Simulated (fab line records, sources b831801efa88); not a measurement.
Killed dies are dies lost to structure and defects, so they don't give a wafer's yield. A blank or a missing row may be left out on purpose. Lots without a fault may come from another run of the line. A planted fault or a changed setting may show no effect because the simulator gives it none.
Which tool did it? | flow sky130 | 12 lots, 36 wafers sampled, at 3 steps of a route of 708

WHAT THE GAUGES READ, wafer by wafer
SKY_LOCAL_INTERCONNECT_OVL_MEAS_12.
lot  | measured     | on         | LOCAL_INTERCONNECT_OVL (nm)
L075 | day 30 11:14 | overlay-01 | 9 16 8
L077 | day 31 11:48 | overlay-02 | -1 5 1
L079 | day 31 12:17 | overlay-02 | 5 -2 6
L081 | day 32 23:38 | overlay-01 | 10 6 7
L084 | day 33 20:35 | overlay-01 | -6 -3 -8
L085 | day 33 09:05 | overlay-01 | 0 -3 1
L087 | day 34 21:35 | overlay-02 | 3 8 7
L089 | day 35 19:33 | overlay-01 | 7 3 6
L091 | day 35 21:16 | overlay-02 | -12 -3 -7
L093 | day 37 02:50 | overlay-01 | -6 -2 -6
L095 | day 37 08:23 | overlay-01 | 5 3 4
L097 | day 37 13:48 | overlay-01 | 9 9 14

WHICH TOOL RAN EACH LOT (tool, then ch and the chambers of the sampled wafers, then the start)
lot  | SKY_NWELL_STRIP_25                   | SKY_LOCAL_INTERCONNECT_SPUTTER_00
L075 | plasma_asher-01 ch 0,1, day 5 13:18  | pvd_sputter-03, day 29 11:13
L077 | plasma_asher-01 ch 0,1, day 6 01:28  | pvd_sputter-04, day 30 12:39
L079 | plasma_asher-01 ch 0,1, day 6 10:46  | pvd_sputter-02, day 30 12:42
L081 | plasma_asher-04 ch 0,1, day 7 03:22  | pvd_sputter-04, day 31 20:24
L084 | plasma_asher-01 ch 0,1, day 7 17:31  | pvd_sputter-04, day 32 18:24
L085 | plasma_asher-04 ch 0,1, day 7 22:43  | pvd_sputter-04, day 32 07:13
L087 | plasma_asher-02 ch 0,1, day 8 15:28  | pvd_sputter-03, day 33 18:55
L089 | plasma_asher-01 ch 0,1, day 9 06:23  | pvd_sputter-04, day 34 16:12
L091 | plasma_asher-04 ch 0,1, day 9 16:36  | pvd_sputter-03, day 34 19:17
L093 | plasma_asher-01 ch 1, day 10 05:25   | pvd_sputter-02, day 36 01:00
L095 | plasma_asher-01 ch 0,1, day 10 21:49 | pvd_sputter-04, day 36 06:40
L097 | plasma_asher-01 ch 1, day 11 03:04   | pvd_sputter-02, day 36 11:25
- SKY_NWELL_STRIP_25: strips in O2/N2.
- SKY_LOCAL_INTERCONNECT_SPUTTER_00: material TiN, target thk 100 nm, time 83.3 s.

THE ANSWER, worked out from the rows above alone
Rule: what is usual is taken from the lots themselves. Put in order of their means at a reading, lots are off if they are a third of the lots or fewer, leave a main group of 4 or more, and stand apart from it by a gap of 3 or more times the standard deviation of the main group's means; of several such gaps the widest counts. A main group whose means are all the same, to the digits that the tables above print for the reading, isn't used. A lot without any number at a reading at which 4 lots or more have one is off too. The other lots that the step has rows for count as sound.
No lot is off at any reading shown: from this, nothing can be told.

WHAT THE SIMULATOR HAD PUT IN
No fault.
